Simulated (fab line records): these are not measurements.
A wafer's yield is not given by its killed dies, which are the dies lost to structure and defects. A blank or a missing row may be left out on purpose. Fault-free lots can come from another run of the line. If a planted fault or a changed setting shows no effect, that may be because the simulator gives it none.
Which of the tools did it?	flow gf180mcu	Sampling: 12 lots, 36 wafers, 6 of 602 route steps

WHAT THE GAUGES READ, wafer by wafer
GF_M1_RS_MEAS_05: uses a four-point probe to measure. Usual: M1_ALCU_RS typically reads 0.0693 ohm/sq, with standard deviation 0.00067.
lot	measured	on	M1_ALCU_RS (ohm/sq)	flag
L486	day 16 06:16	film metro-04	0.0693 0.0696 0.0688	
L487	day 16 19:34	film metro-01	0.0687 0.0681 0.0683	
L488	day 17 03:11	film metro-04	0.0701 0.0700 0.0694	
L489	day 17 07:45	film metro-01	0.0696 0.0695 0.0702	
L491	day 18 00:07	film metro-04	0.0704 0.0612 0.0698 0.0703 0.0610 0.0699	OFF
L502	day 22 08:30	film metro-01	0.0683 0.0681 0.0683	
L503	day 23 03:40	film metro-01	0.0704 0.0700 0.0692	
L505	day 23 09:28	film metro-04	0.0689 0.0693 0.0697	
L506	day 23 16:49	film metro-03	0.0695 0.0691 0.0687	
L507	day 23 23:48	film metro-01	0.0693 0.0693 0.0700	
L508	day 24 11:54	film metro-01	0.0689 0.0693 0.0687	
L509	day 24 15:16	film metro-03	0.0690 0.0689 0.0694	

GF_M1_THK_MEAS_06: measures by xrf. Usual: M1_ALCU_THK typically reads 454 nm, with standard deviation 5.
lot	measured	on	M1_ALCU_THK (nm)	flag
L486	day 16 06:22	film metro-04	455 452 458	
L487	day 16 19:41	film metro-01	460 459 459	
L488	day 17 03:17	film metro-04	447 450 454	
L489	day 17 07:52	film metro-01	454 452 448	
L491	day 18 05:26	film metro-04	450 517 453 447 515 455	OFF
L502	day 22 08:37	film metro-01	458 462 458	
L503	day 23 03:47	film metro-01	448 453 456	
L505	day 23 09:35	film metro-04	458 456 455	
L506	day 23 16:56	film metro-03	451 453 453	
L507	day 23 23:55	film metro-01	454 455 450	
L508	day 24 12:00	film metro-01	458 455 457	
L509	day 24 15:23	film metro-03	452 453 448	

GF_M2_CD_MEAS_14: target cd 280 nm. Usual: 279.8 nm for cd nm, sd 1.
lot	measured	on	cd nm (nm)	flag
L486	day 19 07:48	cd sem-02	278.2 277.4 278.4	
L487	day 19 21:47	cd sem-02	281.8 279.3 280.6	
L488	day 20 07:22	cd sem-01	280.3 280.3 281.7	
L489	day 20 11:25	cd sem-02	280.8 281.0 279.7	
L491	day 21 03:35	cd sem-02	280.2 279.2 280.7	
L502	day 25 06:14	cd sem-01	281.3 280.4 280.4	
L503	day 26 00:56	cd sem-01	281.0 280.2 281.2	
L505	day 26 05:17	cd sem-01	278.8 278.5 279.1	
L506	day 26 12:44	cd sem-01	278.9 278.9 279.7	
L507	day 26 22:28	cd sem-02	281.2 281.3 281.1	
L508	day 27 04:49	cd sem-02	279.8 280.5 281.0	
L509	day 27 09:53	cd sem-02	279.8 279.7 280.7	

TOOL THAT RAN EACH LOT (tool first, then ch and the chambers of the sampled wafers, then the start)
lot	GF_M1_SPUTTER_00	GF_M1_SPUTTER_02	GF_M2_SPUTTER_04
L486	pvd sputter-02, day 16 06:01	pvd sputter-02, day 16 06:09	pvd sputter-03, day 18 07:57
L487	pvd sputter-01, day 16 19:20	pvd sputter-01, day 16 19:28	pvd sputter-02, day 18 21:21
L488	pvd sputter-01, day 17 02:56	pvd sputter-01, day 17 03:04	pvd sputter-02, day 19 06:28
L489	pvd sputter-02, day 17 07:32	pvd sputter-02, day 17 07:40	pvd sputter-03, day 19 11:05
L491	pvd sputter-02, day 17 23:53	pvd sputter-02, day 18 00:01	pvd sputter-03, day 20 03:22
L502	pvd sputter-01, day 22 08:16	pvd sputter-01, day 22 08:23	pvd sputter-03, day 24 10:02
L503	pvd sputter-02, day 23 03:27	pvd sputter-02, day 23 03:35	pvd sputter-04, day 25 03:19
L505	pvd sputter-02, day 23 09:14	pvd sputter-02, day 23 09:22	pvd sputter-03, day 25 07:35
L506	pvd sputter-03, day 23 16:35	pvd sputter-03, day 23 16:43	pvd sputter-02, day 25 15:20
L507	pvd sputter-03, day 23 23:34	pvd sputter-03, day 23 23:41	pvd sputter-04, day 26 01:07
L508	pvd sputter-01, day 24 11:38	pvd sputter-01, day 24 11:46	pvd sputter-02, day 26 08:23
L509	pvd sputter-02, day 24 15:02	pvd sputter-02, day 24 15:10	pvd sputter-02, day 26 13:13
- GF_M1_SPUTTER_00: material Ti, target thk 37.5 nm, time 150 s.
- GF_M1_SPUTTER_02: material AlCu, target thk 450 nm, time 23.9 s.
- GF_M2_SPUTTER_04: material TiN, target thk 50 nm, time 41.7 s.

WHAT THE TOOLS THEMSELVES READ (means of the sampled wafers that have a number; where no wafer has one, the mark that the record gives instead)
GF_M1_SPUTTER_00. Usual: 29.9 % for throttle valve pct, sd 1.1.
lot	tool	throttle valve pct (%)	flag
L486	pvd sputter-02	30.9	
L487	pvd sputter-01	29.9	
L488	pvd sputter-01	28.6	
L489	pvd sputter-02	31.1	
L491	pvd sputter-02	29.3	
L502	pvd sputter-01	29.0	
L503	pvd sputter-02	30.7	
L505	pvd sputter-02	31.0	
L506	pvd sputter-03	29.7	
L507	pvd sputter-03	30.2	
L508	pvd sputter-01	29.5	
L509	pvd sputter-02	31.0	

GF_M1_SPUTTER_02. Usual: 29.9 % for throttle valve pct, sd 1.1.
lot	tool	throttle valve pct (%)	flag
L486	pvd sputter-02	30.8	
L487	pvd sputter-01	29.9	
L488	pvd sputter-01	28.7	
L489	pvd sputter-02	31.2	
L491	pvd sputter-02	29.2	
L502	pvd sputter-01	29.0	
L503	pvd sputter-02	30.9	
L505	pvd sputter-02	31.0	
L506	pvd sputter-03	29.8	
L507	pvd sputter-03	30.1	
L508	pvd sputter-01	29.4	
L509	pvd sputter-02	31.0	

GF_M2_SPUTTER_04. Usual: 30.4 % for throttle valve pct, sd 1.1.
lot	tool	throttle valve pct (%)	flag
L486	pvd sputter-03	30.0	
L487	pvd sputter-02	30.0	
L488	pvd sputter-02	29.9	
L489	pvd sputter-03	30.4	
L491	pvd sputter-03	30.2	
L502	pvd sputter-03	30.8	
L503	pvd sputter-04	30.5	
L505	pvd sputter-03	30.1	
L506	pvd sputter-02	31.1	
L507	pvd sputter-04	31.6	
L508	pvd sputter-02	30.3	
L509	pvd sputter-02	30.8	

THE ANSWER, worked out from the rows above alone
Rule: a lot counts as off when the mean over its wafers that have a number is more than 3 standard deviations away from the usual mean. Also off: a lot with no number at a reading for which 4 or more lots have one. Any other lot the step has rows for is counted as sound. First the gauges in route order, then the tools' own readings, where a lot's mean is used as printed above. The first step at which some lot is off is used, and at that step the reading that is off furthest; a lot without a number counts as furthest.
Off: L491, seen at GF_M1_RS_MEAS_05 (M1_ALCU_RS).
If a tool, at a process step before that reading, ran all the lots that are off and no sound lot after the first of them, it fits. Gauges at GF_M1_RS_MEAS_05: tried the same way as those tools. No candidate that was tried fits.

WHAT WAS PUT IN BY THE SIMULATOR
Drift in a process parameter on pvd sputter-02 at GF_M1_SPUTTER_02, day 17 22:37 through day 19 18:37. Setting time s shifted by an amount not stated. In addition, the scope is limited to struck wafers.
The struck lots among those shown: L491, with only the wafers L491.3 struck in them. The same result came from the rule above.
